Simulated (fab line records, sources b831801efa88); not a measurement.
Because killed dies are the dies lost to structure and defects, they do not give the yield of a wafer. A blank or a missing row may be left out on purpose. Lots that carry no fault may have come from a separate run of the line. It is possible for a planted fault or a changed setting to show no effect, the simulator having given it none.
fab line records    flow gf180mcu    part 1 of 2: steps 1 to 26 of 35
[record] lots = 5  wafers = 15  lastDay = 34
route steps=602 shown V1@347 M2@362
lots that met no fault: taken from a fault-free run of the same line
startH: start of the lot's first displayed wafer, in hours after the record's first day    waitH: time in hours since the lot's previous step    " unchanged from the row above    L1.1+2: a single row standing in for several wafers    - no value, or no start given    * or withheld: withheld    < > ~ a bound
route shown NAME@n: names a module that has steps shown in the file, with the first one's number in the route    usual: mean/standard deviation of fault-free wafers    same: alike in all rows    chamber/n: place in a boat    sites: per-site readings    _std_site: standard deviation across them    _edge_site: outer sites' mean less inner sites'    radiusMm: for every site, how far away it sits from the centre of the wafer    mask NAME#n: copy n    behind: the most recent tool/chamber to have shaped the wafer    hold: what put the lot on hold/how long, in hours/how the hold closed    device: names the non-switching transistor (n, p or np)    end of line: tests run on the same wafers once the route is complete    step lacking rows: just its recipe    killed: at the first sort, the dies lost to defects and structure; wafer yield is something else    map: a wafer's dies, x killed, . not, _ none there
set.NAME: the run value of the setting; set.NAME@STEP: its run value at that earlier step    model.NAME: the simulator's own value behind a step, which no gauge read
lots at some steps of the route; a table a step, a row a wafer
services: when a tool's chamber went out of use (startH, in hours from the record's first day, below 0 if earlier), for how many hours, and the reason
[[steps]]
[step GF_V1_PEB_12]
[recipe] pebTempC = 135  pebTimeS = 90  resist = KrF
[usual] chillPlateTempC = 23.01/0.12
lot.wafer  tool           chamber  startH  waitH  chillPlateTempC
L086.2     lithoTrack-02  0        -       -      22.99
L086.3     "              0        "       "      22.97
L086.5     "              0        "       "      22.98
L091.1     lithoTrack-01  0        -       -      23.02
L091.2     "              0        "       "      23.03
L091.3     "              0        "       "      22.99
L093.3     lithoTrack-01  0        -       -      23.11
L093.5     "              0        "       "      22.89
L093.6     "              0        "       "      23.19
L094.3     lithoTrack-01  0        -       -      23.13
L094.5     "              0        "       "      23.02
L094.6     "              0        "       "      22.68
L095.4     lithoTrack-04  0        -       -      23.13
L095.5     "              0        "       "      23.05
L095.6     "              0        "       "      23.08
[step GF_V1_DEVELOP_13]
[recipe] developTimeS = 60  resist = KrF  devTempC = 21
[usual] chillPlateTempC = 23.02/0.1
[same] developTimeS = 60
lot.wafer  tool           chamber  startH  waitH  chillPlateTempC
L086.2     lithoTrack-02  0        527.29  0.2    22.91
L086.3     "              0        "       "      22.90
L086.5     "              0        "       "      22.92
L091.1     lithoTrack-01  0        562.11  0.2    23.09
L091.2     "              0        "       "      23.03
L091.3     "              0        "       "      22.89
L093.3     lithoTrack-01  0        573.46  0.1    23.11
L093.5     "              0        "       "      23.03
L093.6     "              0        "       "      22.93
L094.3     lithoTrack-01  0        579.46  0.1    23.10
L094.5     "              0        "       "      23.25
L094.6     "              0        "       "      23.09
L095.4     lithoTrack-04  0        588.52  0.1    22.96
L095.5     "              0        "       "      23.05
L095.6     "              0        "       "      23.14
[step GF_V1_CD_MEAS_14]
[recipe] targetCdNm = 260
[usual] cdNm = 260.5/1.4
lot.wafer  tool      chamber  startH  waitH  cdNm
L086.2     cdSem-01  -        527.48  0.2    262.3
L086.3     "         -        "       "      262.2
L086.5     "         -        "       "      262.8
L091.1     cdSem-02  -        562.26  0.1    262.6
L091.2     "         -        "       "      261.9
L091.3     "         -        "       "      261.5
L093.3     cdSem-01  -        573.60  0.1    260.1
L093.5     "         -        "       "      259.3
L093.6     "         -        "       "      260.7
L094.3     cdSem-02  -        579.60  0.1    261.3
L094.5     "         -        "       "      259.6
L094.6     "         -        "       "      260.8
L095.4     cdSem-01  -        588.66  0.1    257.0
L095.5     "         -        "       "      257.3
L095.6     "         -        "       "      257.2
[step GF_V1_OVL_MEAS_15]
[usual] V1_OVL = 1/5.1
lot.wafer  tool        chamber  startH  waitH  V1_OVL[nm]
L086.2     overlay-01  -        527.58  0.1    -5
L086.3     "           -        "       "      7
L086.5     "           -        "       "      2
L091.1     overlay-02  -        562.38  0.1    5
L091.2     "           -        "       "      5
L091.3     "           -        "       "      9
L093.3     overlay-02  -        573.69  0.1    1
L093.5     "           -        "       "      8
L093.6     "           -        "       "      4
L094.3     overlay-01  -        579.69  0.1    6
L094.5     "           -        "       "      8
L094.6     "           -        "       "      0
L095.4     overlay-02  -        588.73  0.1    6
L095.5     "           -        "       "      4
L095.6     "           -        "       "      3
[step GF_V1_ETCH_16]
[recipe] chemistry = N2/H2  targetDepthA = withheld  overetchA = withheld  timeS = withheld  target = BARC  ionEnergyEv = 200  sourceW = 500  biasW = 100  pressureMtorr = 30  n2FlowSccm = 100  h2FlowSccm = 200
[usual] drypumpMotorCurrentA = 5.8/0.44  oesProductAu = 0.855/0.0048  throttleValvePct = 13.224/0.0086
lot.wafer  tool        chamber  startH  waitH  drypumpMotorCurrentA  oesProductAu  throttleValvePct
L086.2     rieDiel-03  2        527.61  0.0    6.2                   0.866         13.228
L086.3     "           0        "       "      5.6                   0.859         13.213
L086.5     "           2        "       "      6.2                   0.852         13.228
L091.1     rieDiel-04  0        562.42  0.0    6.0                   0.857         13.227
L091.2     "           2        "       "      5.9                   0.858         13.227
L091.3     "           1        "       "      4.8                   0.860         13.219
L093.3     rieDiel-04  1        573.72  0.0    4.8                   0.859         13.223
L093.5     "           1        "       "      4.8                   0.859         13.211
L093.6     "           2        "       "      5.9                   0.855         13.223
L094.3     rieDiel-04  0        579.72  0.0    6.0                   0.853         13.229
L094.5     "           3        "       "      5.6                   0.847         13.235
L094.6     "           0        "       "      6.0                   0.849         13.222
L095.4     rieDiel-01  3        588.75  0.0    5.8                   0.853         13.209
L095.5     "           2        "       "      6.0                   0.856         13.210
L095.6     "           3        "       "      5.8                   0.850         13.213
[step GF_V1_ETCH_17]
[recipe] chemistry = C4F8/O2/Ar  maskMaterial = KrF  target = SiO2  stopOn = TiN  sourceW = 1500  biasW = 1200  pressureMtorr = 40  c4f8FlowSccm = withheld  O2_flow_sccm = 6  Ar_flow_sccm = 300  timeS = withheld  targetDepthA = 6300
[usual] oesProductAu = 0.856/0.0046
lot.wafer  tool        chamber  startH  waitH  oesProductAu
L086.2     rieDiel-03  2        -       -      0.853
L086.3     "           0        "       "      0.867
L086.5     "           2        "       "      0.863
L091.1     rieDiel-04  0        -       -      0.846
L091.2     "           2        "       "      0.848
L091.3     "           1        "       "      0.859
L093.3     rieDiel-04  1        -       -      0.849
L093.5     "           1        "       "      0.843
L093.6     "           2        "       "      0.854
L094.3     rieDiel-04  0        -       -      0.856
L094.5     "           3        "       "      0.854
L094.6     "           0        "       "      0.856
L095.4     rieDiel-01  3        -       -      0.847
L095.5     "           2        "       "      0.854
L095.6     "           3        "       "      0.855
[step GF_V1_STRIP_18]
[recipe] chemistry = O2/N2  powerW = 1400  pressureMtorr = 1500  platenTempC = 250  o2FlowSccm = 3000  n2FlowSccm = 300  overashFraction = 0.5
[usual] drypumpMotorCurrentA = 5.8/0.49  heaterPowerW = 325/28  oesProductAu = 0.592/0.005
lot.wafer  tool            chamber  startH  waitH  drypumpMotorCurrentA  heaterPowerW  oesProductAu  rfHoursCounterH
L086.2     plasmaAsher-04  0        527.74  -      5.6                   295           0.597         85
L086.3     "               1        "       "      6.3                   302           0.585         -
L086.5     "               1        "       "      6.3                   309           0.605         -
L091.1     plasmaAsher-02  1        562.55  -      5.8                   383           0.598         15
L091.2     "               0        "       "      6.2                   324           0.594         15
L091.3     "               1        "       "      5.8                   382           0.595         -
L093.3     plasmaAsher-04  0        573.88  -      5.5                   297           0.598         -
L093.5     "               0        "       "      5.6                   301           0.587         -
L093.6     "               1        "       "      6.3                   308           0.594         -
L094.3     plasmaAsher-04  1        579.88  -      6.3                   307           0.590         -
L094.5     "               0        "       "      5.6                   297           0.584         -
L094.6     "               1        "       "      6.3                   310           0.594         -
L095.4     plasmaAsher-04  1        588.91  -      6.3                   303           0.591         -
L095.5     "               1        "       "      6.3                   307           0.594         -
L095.6     "               0        "       "      5.6                   298           0.587         -
[step GF_V1_STRIP_19]
[recipe] chemistry = postEtchResidueRemover  timeS = 1200  tempC = 72.5
lot.wafer   tool         chamber  startH  waitH
L086.2+3+5  wetBench-03  1        527.84  0.1
L091.1+2+3  wetBench-03  1        562.65  0.1
L093.3+5+6  wetBench-01  0        573.95  0.0
L094.3+5+6  wetBench-03  0        579.95  0.0
L095.4+5+6  wetBench-01  3        588.98  0.0
[step GF_V1_CLEAN_20]
[recipe] chemistry = DIW  dry = n2Spin
lot.wafer   tool         chamber  startH  waitH
L086.2+3+5  wetBench-04  0        528.18  0.0
L091.1+2+3  wetBench-04  3        563.02  0.0
L093.3+5+6  wetBench-03  1        574.32  0.0
L094.3+5+6  wetBench-01  1        580.29  0.0
L095.4+5+6  wetBench-03  1        589.32  0.0
[step GF_V1_SPUTTER_21]
[recipe] material = Ti  targetThkNm = 15  chamberPressurePa = 5  powerW = 2500  substrateTempC = 200  timeS = 80.02
[usual] throttleValvePct = 29.9/0.67
lot.wafer  tool           chamber  startH  waitH  throttleValvePct
L086.2     pvdSputter-04  -        528.28  0.0    29.9
L086.3     "              -        "       "      30.6
L086.5     "              -        "       "      30.3
L091.1     pvdSputter-04  -        563.12  0.0    29.9
L091.2     "              -        "       "      29.7
L091.3     "              -        "       "      30.6
L093.3     pvdSputter-02  -        574.41  0.0    30.6
L093.5     "              -        "       "      30.3
L093.6     "              -        "       "      29.8
L094.3     pvdSputter-04  -        580.38  0.0    30.7
L094.5     "              -        "       "      30.8
L094.6     "              -        "       "      29.7
L095.4     pvdSputter-01  -        589.41  0.0    29.8
L095.5     "              -        "       "      29.7
L095.6     "              -        "       "      29.1
[step GF_V1_SPUTTER_22]
[recipe] material = TiN  targetThkNm = 10  chamberPressurePa = 5  powerW = 4000  timeS = 40
[usual] throttleValvePct = 29.9/0.65
lot.wafer  tool           chamber  startH  waitH  throttleValvePct
L086.2     pvdSputter-04  -        528.34  0.0    30.0
L086.3     "              -        "       "      30.8
L086.5     "              -        "       "      30.7
L091.1     pvdSputter-04  -        563.18  0.0    29.8
L091.2     "              -        "       "      29.8
L091.3     "              -        "       "      30.8
L093.3     pvdSputter-02  -        574.47  0.0    30.2
L093.5     "              -        "       "      30.3
L093.6     "              -        "       "      29.6
L094.3     pvdSputter-04  -        580.44  0.0    30.9
L094.5     "              -        "       "      30.4
L094.6     "              -        "       "      30.0
L095.4     pvdSputter-01  -        589.48  0.0    29.4
L095.5     "              -        "       "      29.8
L095.6     "              -        "       "      29.1
[step GF_V1_CVD_23]
[recipe] material = W  targetThkNm = 350  timeS = 105.05  tempC = 400  pressureTorr = 40
[usual] heaterPowerW = 743/89
lot.wafer  tool     chamber  startH  waitH  heaterPowerW  sinceWetCleanH
L086.2     cvdW-02  0        528.38  0.0    670           124
L086.3     "        0        "       "      680           -
L086.5     "        0        "       "      670           -
L091.1     cvdW-01  1        563.22  0.0    782           657
L091.2     "        0        "       "      659           657
L091.3     "        0        "       "      641           -
L093.3     cvdW-01  1        574.55  0.1    817           -
L093.5     "        0        "       "      629           -
L093.6     "        1        "       "      798           -
L094.3     cvdW-01  1        580.52  0.1    826           -
L094.5     "        0        "       "      644           -
L094.6     "        1        "       "      809           -
L095.4     cvdW-01  1        589.55  0.1    823           -
L095.5     "        0        "       "      640           -
L095.6     "        1        "       "      819           -
[step GF_V1_RS_MEAS_24]
[recipe] thkMeasGauge = four-point-probe  reads = W_of_V1_CVD_23+TiN_of_V1_SPUTTER_22+Ti_of_V1_SPUTTER_21
[usual] V1_W_RS = 0.326/0.0071
lot.wafer  tool          chamber  startH  waitH  V1_W_RS[ohm/sq]
L086.2     filmMetro-02  -        528.51  0.1    0.331
L086.3     "             -        "       "      0.324
L086.5     "             -        "       "      0.326
L091.1     filmMetro-04  -        563.33  0.1    0.336
L091.2     "             -        "       "      0.318
L091.3     "             -        "       "      0.316
L093.3     filmMetro-02  -        574.66  0.1    0.332
L093.5     "             -        "       "      0.312
L093.6     "             -        "       "      0.329
L094.3     filmMetro-04  -        580.63  0.1    0.329
L094.5     "             -        "       "      0.313
L094.6     "             -        "       "      0.334
L095.4     filmMetro-04  -        589.69  0.1    0.332
L095.5     "             -        "       "      0.315
L095.6     "             -        "       "      0.328
[step GF_V1_THK_MEAS_25]
[recipe] thkMeasGauge = xrf  reads = W_of_V1_CVD_23
[usual] V1_W_THK = 363/8.4
lot.wafer  tool          chamber  startH  waitH  V1_W_THK[nm]
L086.2     filmMetro-02  -        528.62  0.1    358
L086.3     "             -        "       "      365
L086.5     "             -        "       "      363
L091.1     filmMetro-04  -        563.45  0.1    351
L091.2     "             -        "       "      372
L091.3     "             -        "       "      373
L093.3     filmMetro-02  -        574.76  0.1    354
L093.5     "             -        "       "      379
L093.6     "             -        "       "      357
L094.3     filmMetro-04  -        580.73  0.1    361
L094.5     "             -        "       "      381
L094.6     "             -        "       "      358
L095.4     filmMetro-04  -        589.78  0.1    362
L095.5     "             -        "       "      382
L095.6     "             -        "       "      365
[step GF_V1_CMP_26]
[recipe] stopOn = SiO2  downForcePsi = 3.5  platenRpm = 60  tOverpolishS = 15  targetThkNm = 0  padVelocityMS = 0.94248
[usual] motorCurrentA = 11.5/1.5  overpolishRunS = 14.999/0.01  timeToEndpointS = 82/3.5
lot.wafer  tool    chamber  startH  waitH  motorCurrentA  overpolishRunS  timeToEndpointS
L086.3     cmp-02  3        528.72  0.1    11.0           14.985          85
L086.2     "       1        "       "      9.8            14.991          87
L086.5     "       3        "       "      10.9           15.016          84
L091.3     cmp-02  0        563.51  0.0    11.8           14.989          83
L091.1     "       2        "       "      13.8           14.997          78
L091.2     "       3        "       "      11.0           14.989          89
L093.3     cmp-02  3        574.95  0.2    10.8           14.991          77
L093.5     "       0        "       "      11.1           14.991          81
L093.6     "       1        "       "      10.2           15.005          78
L094.3     cmp-02  0        581.10  0.4    12.5           15.001          77
L094.6     "       1        "       "      9.8            15.002          80
L094.5     "       2        "       "      13.3           14.985          82
L095.4     cmp-02  1        589.81  0.0    10.2           15.015          81
L095.5     "       1        "       "      9.9            14.992          83
L095.6     "       2        "       "      12.7           15.005          80
[step GF_M2_SPUTTER_00]
[recipe] material = Ti  targetThkNm = 37.5  arrivingIonEnergyEv = 80  substrateTempC = 200  chamberPressurePa = 2  powerW = 4000  timeS = 150
[usual] throttleValvePct = 29.8/1
lot.wafer  tool           chamber  startH  waitH  throttleValvePct
L086.2     pvdSputter-01  -        528.97  0.1    29.2
L086.3     "              -        "       "      29.3
L086.5     "              -        "       "      29.3
L091.1     pvdSputter-01  -        563.81  0.1    30.0
L091.2     "              -        "       "      29.2
L091.3     "              -        "       "      29.3
L093.3     pvdSputter-03  -        575.10  0.1    28.7
L093.5     "              -        "       "      31.6
L093.6     "              -        "       "      27.5
L094.3     pvdSputter-01  -        581.25  0.1    29.6
L094.5     "              -        "       "      29.8
L094.6     "              -        "       "      29.5
L095.4     pvdSputter-03  -        590.11  0.2    31.5
L095.5     "              -        "       "      31.7
L095.6     "              -        "       "      29.2
[step GF_M2_SPUTTER_01]
[recipe] material = TiN  targetThkNm = 30  powerW = 6500  timeS = 25  chamberPressurePa = 0.4
[usual] throttleValvePct = 29.8/1
lot.wafer  tool           chamber  startH  waitH  throttleValvePct
L086.2     pvdSputter-01  -        529.07  0.1    29.3
L086.3     "              -        "       "      29.7
L086.5     "              -        "       "      29.4
L091.1     pvdSputter-01  -        563.91  0.1    29.8
L091.2     "              -        "       "      29.2
L091.3     "              -        "       "      29.3
L093.3     pvdSputter-03  -        575.20  0.1    29.2
L093.5     "              -        "       "      31.7
L093.6     "              -        "       "      27.8
L094.3     pvdSputter-01  -        581.35  0.1    29.7
L094.5     "              -        "       "      29.9
L094.6     "              -        "       "      29.5
L095.4     pvdSputter-03  -        590.21  0.1    31.4
L095.5     "              -        "       "      31.3
L095.6     "              -        "       "      29.0
[step GF_M2_SPUTTER_02]
[recipe] material = AlCu  targetThkNm = 450  powerW = 10600  timeS = 23.9  chamberPressurePa = 0.4
[usual] throttleValvePct = 29.8/1
lot.wafer  tool           chamber  startH  waitH  throttleValvePct
L086.2     pvdSputter-01  -        529.10  0.0    29.1
L086.3     "              -        "       "      29.6
L086.5     "              -        "       "      29.0
L091.1     pvdSputter-01  -        563.94  0.0    30.0
L091.2     "              -        "       "      29.5
L091.3     "              -        "       "      29.3
L093.3     pvdSputter-03  -        575.23  0.0    29.1
L093.5     "              -        "       "      32.0
L093.6     "              -        "       "      28.1
L094.3     pvdSputter-01  -        581.38  0.0    29.6
L094.5     "              -        "       "      29.9
L094.6     "              -        "       "      29.5
L095.4     pvdSputter-03  -        590.24  0.0    31.4
L095.5     "              -        "       "      31.4
L095.6     "              -        "       "      29.2
[step GF_M2_SPUTTER_03]
[recipe] material = Ti  targetThkNm = 10  substrateTempC = 300  chamberPressurePa = 0.3  powerW = 3000  timeS = 6.7
[usual] throttleValvePct = 29.8/1
lot.wafer  tool           chamber  startH  waitH  throttleValvePct
L086.2     pvdSputter-01  -        529.13  0.0    29.1
L086.3     "              -        "       "      29.7
L086.5     "              -        "       "      29.2
L091.1     pvdSputter-01  -        563.97  0.0    29.8
L091.2     "              -        "       "      29.3
L091.3     "              -        "       "      29.0
L093.3     pvdSputter-03  -        575.26  0.0    29.1
L093.5     "              -        "       "      31.7
L093.6     "              -        "       "      27.7
L094.3     pvdSputter-01  -        581.41  0.0    29.8
L094.5     "              -        "       "      30.0
L094.6     "              -        "       "      29.3
L095.4     pvdSputter-03  -        590.27  0.0    31.7
L095.5     "              -        "       "      31.4
L095.6     "              -        "       "      29.0
[step GF_M2_SPUTTER_04]
[recipe] material = TiN  targetThkNm = 50  powerW = 6500  timeS = 41.7  chamberPressurePa = 0.4
[usual] throttleValvePct = 29.8/1
lot.wafer  tool           chamber  startH  waitH  throttleValvePct
L086.2     pvdSputter-01  -        529.15  0.0    29.2
L086.3     "              -        "       "      29.8
L086.5     "              -        "       "      29.4
L091.1     pvdSputter-01  -        563.99  0.0    30.0
L091.2     "              -        "       "      29.3
L091.3     "              -        "       "      29.3
L093.3     pvdSputter-03  -        575.28  0.0    29.1
L093.5     "              -        "       "      31.7
L093.6     "              -        "       "      27.9
L094.3     pvdSputter-01  -        581.43  0.0    30.0
L094.5     "              -        "       "      29.9
L094.6     "              -        "       "      29.4
L095.4     pvdSputter-03  -        590.29  0.0    31.6
L095.5     "              -        "       "      31.5
L095.6     "              -        "       "      29.2
[step GF_M2_RS_MEAS_05]
[recipe] thkMeasGauge = four-point-probe  reads = TiN_of_M2_SPUTTER_04+Ti_of_M2_SPUTTER_03+AlCu_of_M2_SPUTTER_02+TiN_of_M2_SPUTTER_01+Ti_of_M2_SPUTTER_00
[usual] M2_ALCU_RS = 0.0691/0.00065
lot.wafer  tool          chamber  startH  waitH  M2_ALCU_RS[ohm/sq]
L086.2     filmMetro-03  -        529.21  0.0    0.0696
L086.3     "             -        "       "      0.0693
L086.5     "             -        "       "      0.0698
L091.1     filmMetro-03  -        564.03  0.0    0.0697
L091.2     "             -        "       "      0.0693
L091.3     "             -        "       "      0.0686
L093.3     filmMetro-03  -        575.42  0.1    0.0695
L093.5     "             -        "       "      0.0692
L093.6     "             -        "       "      0.0695
L094.3     filmMetro-02  -        581.51  0.1    0.0691
L094.5     "             -        "       "      0.0694
L094.6     "             -        "       "      0.0689
L095.4     filmMetro-02  -        590.39  0.1    0.0704
L095.5     "             -        "       "      0.0702
L095.6     "             -        "       "      0.0700
[step GF_M2_THK_MEAS_06]
[recipe] thkMeasGauge = xrf  reads = AlCu_of_M2_SPUTTER_02
[usual] M2_ALCU_THK = 455/5
lot.wafer  tool          chamber  startH  waitH  M2_ALCU_THK[nm]
L086.2     filmMetro-03  -        529.32  0.1    449
L086.3     "             -        "       "      455
L086.5     "             -        "       "      451
L091.1     filmMetro-03  -        564.15  0.1    451
L091.2     "             -        "       "      453
L091.3     "             -        "       "      455
L093.3     filmMetro-03  -        575.52  0.1    451
L093.5     "             -        "       "      453
L093.6     "             -        "       "      449
L094.3     filmMetro-02  -        581.61  0.1    452
L094.5     "             -        "       "      455
L094.6     "             -        "       "      456
L095.4     filmMetro-02  -        590.48  0.1    446
L095.5     "             -        "       "      447
L095.6     "             -        "       "      446
[step GF_M2_DEHYDRATE_07]
[recipe] tempC = 200  timeS = 60
[usual] chillPlateTempC = 23.00/0.12
lot.wafer  tool           chamber  startH  waitH  chillPlateTempC
L086.2     lithoTrack-02  0        539.89  10.6   23.15
L086.3     "              0        "       "      22.92
L086.5     "              0        "       "      22.99
L091.1     lithoTrack-03  0        574.32  10.2   23.10
L091.2     "              0        "       "      22.96
L091.3     "              0        "       "      22.88
L093.3     lithoTrack-04  0        585.90  10.4   23.04
L093.5     "              0        "       "      23.05
L093.6     "              0        "       "      23.16
L094.3     lithoTrack-02  0        591.72  10.1   22.97
L094.5     "              0        "       "      23.10
L094.6     "              0        "       "      23.17
L095.4     lithoTrack-03  0        599.99  9.5    22.98
L095.5     "              0        "       "      23.03
L095.6     "              0        "       "      22.79
[step GF_M2_HMDS_08]
[recipe] primeTimeS = 60  primeTempC = 120
[usual] chillPlateTempC = 23.01/0.096
lot.wafer  tool           chamber  startH  waitH  chillPlateTempC
L086.2     lithoTrack-02  0        540.04  0.1    23.15
L086.3     "              0        "       "      22.91
L086.5     "              0        "       "      22.93
L091.1     lithoTrack-03  0        574.47  0.1    22.82
L091.2     "              0        "       "      22.92
L091.3     "              0        "       "      22.91
L093.3     lithoTrack-04  0        586.05  0.1    23.02
L093.5     "              0        "       "      23.00
L093.6     "              0        "       "      23.03
L094.3     lithoTrack-02  0        591.87  0.1    22.87
L094.5     "              0        "       "      23.05
L094.6     "              0        "       "      23.02
L095.4     lithoTrack-03  0        600.14  0.1    23.12
L095.5     "              0        "       "      23.05
L095.6     "              0        "       "      22.98
[step GF_M2_COAT_09]
[recipe] resist = KrF  spinRpm = withheld  resistThkNm = 1000
[usual] chillPlateTempC = 22.99/0.1
lot.wafer  tool           chamber  startH  waitH  chillPlateTempC
L086.2     lithoTrack-02  0        540.19  0.1    22.93
L086.3     "              0        "       "      23.02
L086.5     "              0        "       "      22.92
L091.1     lithoTrack-03  0        574.62  0.1    23.08
L091.2     "              0        "       "      23.08
L091.3     "              0        "       "      23.17
L093.3     lithoTrack-04  0        586.20  0.1    23.02
L093.5     "              0        "       "      22.98
L093.6     "              0        "       "      23.00
L094.3     lithoTrack-02  0        592.02  0.1    23.09
L094.5     "              0        "       "      22.92
L094.6     "              0        "       "      23.09
L095.4     lithoTrack-03  0        600.29  0.1    22.94
L095.5     "              0        "       "      23.07
L095.6     "              0        "       "      22.88
[step GF_M2_SOFTBAKE_10]
[recipe] tempC = 130  timeS = 60  resist = KrF
[usual] chillPlateTempC = 22.99/0.099
lot.wafer  tool           chamber  startH  waitH  chillPlateTempC
L086.2     lithoTrack-02  0        540.34  0.1    23.14
L086.3     "              0        "       "      22.92
L086.5     "              0        "       "      23.05
L091.1     lithoTrack-03  0        574.77  0.1    23.16
L091.2     "              0        "       "      23.11
L091.3     "              0        "       "      23.07
L093.3     lithoTrack-04  0        586.35  0.1    23.13
L093.5     "              0        "       "      22.95
L093.6     "              0        "       "      23.15
L094.3     lithoTrack-02  0        592.17  0.1    22.98
L094.5     "              0        "       "      22.91
L094.6     "              0        "       "      22.94
L095.4     lithoTrack-03  0        600.44  0.1    22.90
L095.5     "              0        "       "      22.91
L095.6     "              0        "       "      23.04
